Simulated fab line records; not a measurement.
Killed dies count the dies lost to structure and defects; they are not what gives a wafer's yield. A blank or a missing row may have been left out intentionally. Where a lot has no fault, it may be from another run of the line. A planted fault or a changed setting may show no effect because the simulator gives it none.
What tool caused it? || flow gf180mcu || 14 lots, 42 wafers sampled, at 2 steps of a route of 602

== WHAT THE GAUGES READ, wafer by wafer ==
GF_V4_OVL_MEAS_15. Usual: V4_OVL typically reads 2 nm, with standard deviation 4.7.
{"lot": "L959", "measured": "day 24 12:35", "on": "overlay-01", "V4_OVL (nm)": "7 -4 0", "flag": ""}
{"lot": "L961", "measured": "day 25 10:01", "on": "overlay-02", "V4_OVL (nm)": "-3 -9 0", "flag": ""}
{"lot": "L964", "measured": "day 26 08:26", "on": "overlay-01", "V4_OVL (nm)": "0 9 4", "flag": ""}
{"lot": "L965", "measured": "day 27 03:04", "on": "overlay-02", "V4_OVL (nm)": "2 5 6", "flag": ""}
{"lot": "L966", "measured": "day 27 04:01", "on": "overlay-01", "V4_OVL (nm)": "3 -1 5", "flag": ""}
{"lot": "L967", "measured": "day 27 11:10", "on": "overlay-02", "V4_OVL (nm)": "2 2 3", "flag": ""}
{"lot": "L968", "measured": "day 27 18:07", "on": "overlay-02", "V4_OVL (nm)": "3 0 5", "flag": ""}
{"lot": "L969", "measured": "day 28 03:02", "on": "overlay-02", "V4_OVL (nm)": "5 4 -5", "flag": ""}
{"lot": "L970", "measured": "day 28 08:16", "on": "overlay-01", "V4_OVL (nm)": "4 8 9", "flag": ""}
{"lot": "L972", "measured": "day 28 20:29", "on": "overlay-01", "V4_OVL (nm)": "1 4 -2", "flag": ""}
{"lot": "L974", "measured": "day 29 07:50", "on": "overlay-02", "V4_OVL (nm)": "-4 -12 1", "flag": ""}
{"lot": "L979", "measured": "day 31 02:04", "on": "overlay-02", "V4_OVL (nm)": "-4 -2 0", "flag": ""}
{"lot": "L980", "measured": "day 31 05:07", "on": "overlay-01", "V4_OVL (nm)": "1 -1 5", "flag": ""}
{"lot": "L981", "measured": "day 31 08:54", "on": "overlay-01", "V4_OVL (nm)": "-1 -5 4", "flag": ""}

== EACH LOT AND THE TOOL THAT RAN IT (in order: tool; ch and the chambers of the sampled wafers; start) ==
{"lot": "L959", "GF_M4_SPUTTER_01": "pvd sputter-04, day 22 13:59"}
{"lot": "L961", "GF_M4_SPUTTER_01": "pvd sputter-01, day 23 12:26"}
{"lot": "L964", "GF_M4_SPUTTER_01": "pvd sputter-04, day 24 11:53"}
{"lot": "L965", "GF_M4_SPUTTER_01": "pvd sputter-03, day 25 08:20"}
{"lot": "L966", "GF_M4_SPUTTER_01": "pvd sputter-04, day 25 08:29"}
{"lot": "L967", "GF_M4_SPUTTER_01": "pvd sputter-01, day 25 16:05"}
{"lot": "L968", "GF_M4_SPUTTER_01": "pvd sputter-03, day 25 23:41"}
{"lot": "L969", "GF_M4_SPUTTER_01": "pvd sputter-03, day 26 08:48"}
{"lot": "L970", "GF_M4_SPUTTER_01": "pvd sputter-01, day 26 15:08"}
{"lot": "L972", "GF_M4_SPUTTER_01": "pvd sputter-03, day 27 03:11"}
{"lot": "L974", "GF_M4_SPUTTER_01": "pvd sputter-03, day 27 16:48"}
{"lot": "L979", "GF_M4_SPUTTER_01": "pvd sputter-04, day 29 12:49"}
{"lot": "L980", "GF_M4_SPUTTER_01": "pvd sputter-03, day 29 14:37"}
{"lot": "L981", "GF_M4_SPUTTER_01": "pvd sputter-04, day 29 19:48"}
- GF_M4_SPUTTER_01: material TiN, target thk 30 nm, time 25 s.

== WHAT THE TOOLS THEMSELVES READ (means of the sampled wafers that have a number; where no wafer has one, the mark that the record gives instead) ==
GF_M4_SPUTTER_01. Usual: throttle valve pct at 29.8 %, with a standard deviation of 1.
{"lot": "L959", "tool": "pvd sputter-04", "throttle valve pct (%)": 29.9, "flag": ""}
{"lot": "L961", "tool": "pvd sputter-01", "throttle valve pct (%)": 28.1, "flag": ""}
{"lot": "L964", "tool": "pvd sputter-04", "throttle valve pct (%)": 29.7, "flag": ""}
{"lot": "L965", "tool": "pvd sputter-03", "throttle valve pct (%)": 29.8, "flag": ""}
{"lot": "L966", "tool": "pvd sputter-04", "throttle valve pct (%)": 30.6, "flag": ""}
{"lot": "L967", "tool": "pvd sputter-01", "throttle valve pct (%)": 28.8, "flag": ""}
{"lot": "L968", "tool": "pvd sputter-03", "throttle valve pct (%)": 29.1, "flag": ""}
{"lot": "L969", "tool": "pvd sputter-03", "throttle valve pct (%)": 30.1, "flag": ""}
{"lot": "L970", "tool": "pvd sputter-01", "throttle valve pct (%)": 29.4, "flag": ""}
{"lot": "L972", "tool": "pvd sputter-03", "throttle valve pct (%)": 29.8, "flag": ""}
{"lot": "L974", "tool": "pvd sputter-03", "throttle valve pct (%)": 30.3, "flag": ""}
{"lot": "L979", "tool": "pvd sputter-04", "throttle valve pct (%)": 30.0, "flag": ""}
{"lot": "L980", "tool": "pvd sputter-03", "throttle valve pct (%)": 29.8, "flag": ""}
{"lot": "L981", "tool": "pvd sputter-04", "throttle valve pct (%)": 30.5, "flag": ""}

== THE ANSWER, worked out from the rows above alone ==
Rule: lot off if the mean of its wafers having a number is beyond 3 standard deviations from the usual mean. Also off: a lot with no number at a reading for which 4 or more lots have one. The other lots that the step has rows for count as sound. Order of review: gauges by route order, followed by the tools' own readings, for which a lot's mean as printed above is used. At the first step where some lot is off, the reading lying furthest off is the one used; lots without a number count as furthest.
No lot is off on any of the readings shown, so nothing can be concluded from this.

== WHAT THE SIMULATOR HAD PUT IN ==
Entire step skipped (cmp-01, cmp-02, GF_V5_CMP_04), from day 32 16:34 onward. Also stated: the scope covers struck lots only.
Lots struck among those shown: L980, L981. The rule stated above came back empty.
